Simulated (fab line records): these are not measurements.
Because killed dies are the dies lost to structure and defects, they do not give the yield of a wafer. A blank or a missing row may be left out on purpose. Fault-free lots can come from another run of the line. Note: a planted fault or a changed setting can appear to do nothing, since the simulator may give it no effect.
2 desks looking at one fault + flow gf180mcu + each desk has only its own numbers; what lay behind them comes last

== AT THE TOOL OWNER'S DESK: furnace-01 ==
The tool's own readings at GF_DUAL_GATE_OXIDATION_15 (stabilise 600 s, purge 300 s, target thk 7.098 nm): means of the sampled wafers that have a number, for each lot that ran on this tool. If a lot's mean is further than 4 standard deviations from the usual mean, the lot is out of limits and carries the mark OUT (the distance appears in the brackets).
Columns: A = spikeTcTopC at GF_DUAL_GATE_OXIDATION_15, usual 863.9 C; B = zonePowerTopPct at GF_DUAL_GATE_OXIDATION_15, usual 31.1 %
| lot  | first seen here | A     | B    |
|------|-----------------|-------|------|
| L445 | day 10 01:31    | 865.0 | 30.5 |
| L452 | day 12 07:34    | 865.8 | 30.2 |
| L454 | day 13 00:44    | 866.1 | 30.4 |
| L460 | day 15 05:50    | 864.8 | 30.4 |
This desk found nothing out of limits on any of the 4 lots.

== AT THE METROLOGY DESK ==
Lot by lot, what the gauges showed, no matter which tool ran the lot: averages of those sampled wafers that carry a number. If a lot's mean is further than 4 standard deviations from the usual mean, the lot is out of limits and carries the mark OUT (the distance appears in the brackets).
Columns: A = DUAL_GATE_OXIDATION_00_THK at GF_DUAL_GATE_THK_MEAS_03, usual 10.71 nm; B = DUAL_GATE_OVL at GF_DUAL_GATE_OVL_MEAS_11, usual 0.6 nm
| lot  | first seen here | A     | B    |
|------|-----------------|-------|------|
| L442 | day 8 15:13     | 10.81 | 0.2  |
| L445 | day 9 07:53     | 10.62 | 0.7  |
| L452 | day 11 11:22    | 10.37 | 2.2  |
| L454 | day 12 05:31    | 10.43 | 2.1  |
| L460 | day 14 08:08    | 10.64 | 1.9  |
| L461 | day 14 17:22    | 10.57 | -1.7 |
This desk found nothing out of limits on any of the 6 lots.

== TAKEN TOGETHER ==
Nothing out of limits was seen by the tool owner's desk.
Metrology desk: nothing out of limits seen.

== WHAT THE SIMULATOR HAD PUT IN ==
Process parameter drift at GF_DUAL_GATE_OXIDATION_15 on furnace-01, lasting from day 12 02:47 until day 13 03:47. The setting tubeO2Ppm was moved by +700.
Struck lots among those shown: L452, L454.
